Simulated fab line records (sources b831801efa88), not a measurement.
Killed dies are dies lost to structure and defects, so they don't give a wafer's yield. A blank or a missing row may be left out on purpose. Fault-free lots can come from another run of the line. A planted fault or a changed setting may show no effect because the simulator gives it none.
Lot-split experiment ; flow sky130 ; 23 wafers read across 5 lots, on a route 708 steps long

THE SPLIT ITSELF
At SKY_METAL5_SPUTTER_04 (material TiN, target thk 70 nm, time 58.3 s), the setting time s was moved away from the recipe's 58.3 s on 12 of the 23 wafers read, by -14.5% to +4.0%. The other wafers ran this setting at the recipe's value.

The reading is taken at the split's own step.

THE READING
TiN_of_METAL5_SPUTTER_04.thk nm (the simulator's own value, which no gauge read), in nm, at SKY_METAL5_SPUTTER_04 (material TiN, target thk 70 nm, time 58.3 s). There is no usual value for it anywhere in the file. Across the 11 wafers here that went through the recipe, the average is 70.20 nm and the standard deviation 0.75 nm.

wafer;tool, chamber at the split;time s as run, s;against the recipe;TiN_of_METAL5_SPUTTER_04.thk nm, nm;against lot-mates on the recipe
L077.2;pvd sputter-04, -;52.33;-10.2%;63.46;-7.07
L077.3;pvd sputter-04, -;58.3;recipe;70.29;-
L077.4;pvd sputter-04, -;58.3;recipe;70.78;-
L077.5;pvd sputter-04, -;52.33;-10.2%;62.97;-7.56
L077.6;pvd sputter-04, -;52.33;-10.2%;63.16;-7.38
L078.1;pvd sputter-02, -;58.3;recipe;70.43;-
L078.2;pvd sputter-02, -;49.85;-14.5%;60.21;-9.78
L078.3;pvd sputter-02, -;49.85;-14.5%;59.39;-10.60
L078.4;pvd sputter-02, -;49.85;-14.5%;58.92;-11.07
L078.5;pvd sputter-02, -;58.3;recipe;69.55;-
L080.1;pvd sputter-01, -;50.22;-13.9%;60.16;-9.88
L080.2;pvd sputter-01, -;50.22;-13.9%;59.28;-10.76
L080.4;pvd sputter-01, -;58.3;recipe;69.58;-
L080.5;pvd sputter-01, -;50.22;-13.9%;61.04;-9.00
L080.6;pvd sputter-01, -;58.3;recipe;70.5;-
L081.1;pvd sputter-02, -;58.3;recipe;70.62;-
L081.2;pvd sputter-02, -;60.64;+4.0%;73.83;+2.61
L081.3;pvd sputter-02, -;60.64;+4.0%;73.97;+2.75
L081.5;pvd sputter-02, -;58.3;recipe;71.83;-
L081.6;pvd sputter-02, -;60.64;+4.0%;73.26;+2.04
L082.1;pvd sputter-04, -;58.3;recipe;69.09;-
L082.4;pvd sputter-04, -;58.3;recipe;69.32;-
L082.5;pvd sputter-04, -;58.3;recipe;70.25;-

THE FIT
A straight line over all 23 wafers: TiN_of_METAL5_SPUTTER_04.thk nm changes by +0.737 nm for each +1% of time s; r = +0.99; the points scatter about the line by 0.7 nm.
The same after taking each lot's own level away (the mean of its wafers on the recipe; 23 wafers): +0.708 nm for each +1%; r = +0.99; scatter 0.52 nm.
The reading moves by 10 nm for the largest change in time s, on that fit.
Across the lots, their own levels run from 69.553 to 71.225 nm, a range of 2.2 times the standard deviation given above.
The two slopes agree, so the slope changes little with the lot-to-lot level.
Check: -10.5 nm against its lot-mates is what the line predicts for one of the wafers moved furthest among these (-14.5%) when that wafer is left out of the fit. Against them it came out at -9.78 nm.

OTHER SPLITS ON THESE WAFERS
Note: prior to the reading, these wafers also went through further splits. Each is held against what the fit with the lots' levels taken away leaves over:
other split on the same wafers;wafers away from the commonest value;r with TiN_of_METAL5_SPUTTER_04.thk nm (lot level and that fit taken away)
SKY_CAP2M_METAL_ETCH_13 icp w;10;-0.01
SKY_VIA4_CMP_02 leave above ref nm;10;+0.08
SKY_VIA4_SOFTBAKE_07 time s;9;+0.19
SKY_VIA4_SPUTTER_17 power w;9;+0.18

THE FILE'S OWN FIT
TiN_of_METAL5_SPUTTER_04.thk nm changes by +0.715 nm for each +1% of time s, r = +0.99.
